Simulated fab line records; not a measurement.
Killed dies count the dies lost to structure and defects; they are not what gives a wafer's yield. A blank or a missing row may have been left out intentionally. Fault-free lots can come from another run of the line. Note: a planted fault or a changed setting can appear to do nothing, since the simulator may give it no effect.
Chamber matching || flow sky130 || SKY_PASSIVATION_ETCH_11 on rieDiel-03 has 4 sister chambers
The step etches the open film in CF4/O2, stops on AlCu, target depth 725 nm, time 161.1 s. 14 wafers are shown with their chamber, then 7 later ones without.

WAFERS PAIRED WITH THEIR CHAMBERS
{"wafer": "L076.1", "chamber": 3, "drypumpMotorCurrentA (A)": 6.3, "rfFwdPowerW (W)": 798.7, "biasW (W)": 150.0}
{"wafer": "L076.4", "chamber": 0, "drypumpMotorCurrentA (A)": 6.1, "rfFwdPowerW (W)": 797.7, "biasW (W)": 149.5}
{"wafer": "L076.5", "chamber": 2, "drypumpMotorCurrentA (A)": 6.5, "rfFwdPowerW (W)": 796.5, "biasW (W)": 150.2}
{"wafer": "L074.1", "chamber": 2, "drypumpMotorCurrentA (A)": 6.5, "rfFwdPowerW (W)": 799.8, "biasW (W)": 149.9}
{"wafer": "L074.3", "chamber": 3, "drypumpMotorCurrentA (A)": 6.4, "rfFwdPowerW (W)": 797.4, "biasW (W)": 150.7}
{"wafer": "L074.5", "chamber": 2, "drypumpMotorCurrentA (A)": 6.5, "rfFwdPowerW (W)": 799.0, "biasW (W)": 150.0}
{"wafer": "L087.3", "chamber": 2, "drypumpMotorCurrentA (A)": 6.5, "rfFwdPowerW (W)": 794.5, "biasW (W)": 151.1}
{"wafer": "L087.4", "chamber": 1, "drypumpMotorCurrentA (A)": 5.9, "rfFwdPowerW (W)": 796.0, "biasW (W)": 150.3}
{"wafer": "L087.6", "chamber": 2, "drypumpMotorCurrentA (A)": 6.5, "rfFwdPowerW (W)": 798.1, "biasW (W)": 150.6}
{"wafer": "L088.2", "chamber": 3, "drypumpMotorCurrentA (A)": 6.3, "rfFwdPowerW (W)": 798.3, "biasW (W)": 149.1}
{"wafer": "L088.3", "chamber": 1, "drypumpMotorCurrentA (A)": 6.0, "rfFwdPowerW (W)": 797.0, "biasW (W)": 149.5}
{"wafer": "L088.6", "chamber": 3, "drypumpMotorCurrentA (A)": 6.3, "rfFwdPowerW (W)": 795.4, "biasW (W)": 149.1}
{"wafer": "L091.1", "chamber": 0, "drypumpMotorCurrentA (A)": 6.1, "rfFwdPowerW (W)": 800.7, "biasW (W)": 150.2}
{"wafer": "L091.3", "chamber": 3, "drypumpMotorCurrentA (A)": 6.3, "rfFwdPowerW (W)": 795.7, "biasW (W)": 150.0}

SIGNATURES, as means of the wafers listed above
{"reading": "drypumpMotorCurrentA", "chamber 0": 6.100, "chamber 1": 5.950, "chamber 2": 6.500, "chamber 3": 6.320, "scatter within a chamber": 0.0361}
{"reading": "rfFwdPowerW", "chamber 0": 799.200, "chamber 1": 796.500, "chamber 2": 797.580, "chamber 3": 797.100, "scatter within a chamber": 1.78}
{"reading": "biasW", "chamber 0": 149.850, "chamber 1": 149.900, "chamber 2": 150.360, "chamber 3": 149.780, "scatter within a chamber": 0.584}
Rule: distance of a wafer from a chamber = root of the sum over the readings of ((wafer's reading minus chamber's mean) / reading's scatter) squared. If the next closest chamber is less than 2 further off than the closest, the wafer can't be placed; otherwise it belongs to the closest. The scatter: take each reading less its chamber's mean, square it, sum over the shown wafers, divide by the number of wafers less the number of chambers, and take the root.

WAFERS WHOSE CHAMBER IS MISSING
{"wafer": "L091.4", "drypumpMotorCurrentA (A)": 5.9, "rfFwdPowerW (W)": 796.6, "biasW (W)": 150.1}
{"wafer": "L093.1", "drypumpMotorCurrentA (A)": 6.5, "rfFwdPowerW (W)": 800.2, "biasW (W)": 149.2}
{"wafer": "L093.2", "drypumpMotorCurrentA (A)": 6.3, "rfFwdPowerW (W)": 800.1, "biasW (W)": 150.1}
{"wafer": "L093.4", "drypumpMotorCurrentA (A)": 6.1, "rfFwdPowerW (W)": 795.3, "biasW (W)": 149.4}
{"wafer": "L097.2", "drypumpMotorCurrentA (A)": 6.3, "rfFwdPowerW (W)": 797.3, "biasW (W)": 149.8}
{"wafer": "L097.3", "drypumpMotorCurrentA (A)": 5.9, "rfFwdPowerW (W)": 796.1, "biasW (W)": 149.8}
{"wafer": "L097.6", "drypumpMotorCurrentA (A)": 6.3, "rfFwdPowerW (W)": 796.4, "biasW (W)": 150.7}

EACH ONE'S CHAMBER
{"wafer": "L091.4", "from the rows above": 1, "in truth": 1}
{"wafer": "L093.1", "from the rows above": 2, "in truth": 2}
{"wafer": "L093.2", "from the rows above": 3, "in truth": 3}
{"wafer": "L093.4", "from the rows above": "can't be placed: 0 or 1", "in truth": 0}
{"wafer": "L097.2", "from the rows above": 3, "in truth": 3}
{"wafer": "L097.3", "from the rows above": 1, "in truth": 1}
{"wafer": "L097.6", "from the rows above": 3, "in truth": 3}
Correct placement for 6 of the 7. Unplaceable from these rows: 1, with the true chamber sitting among the candidates in 1. Wrongly placed: 0.
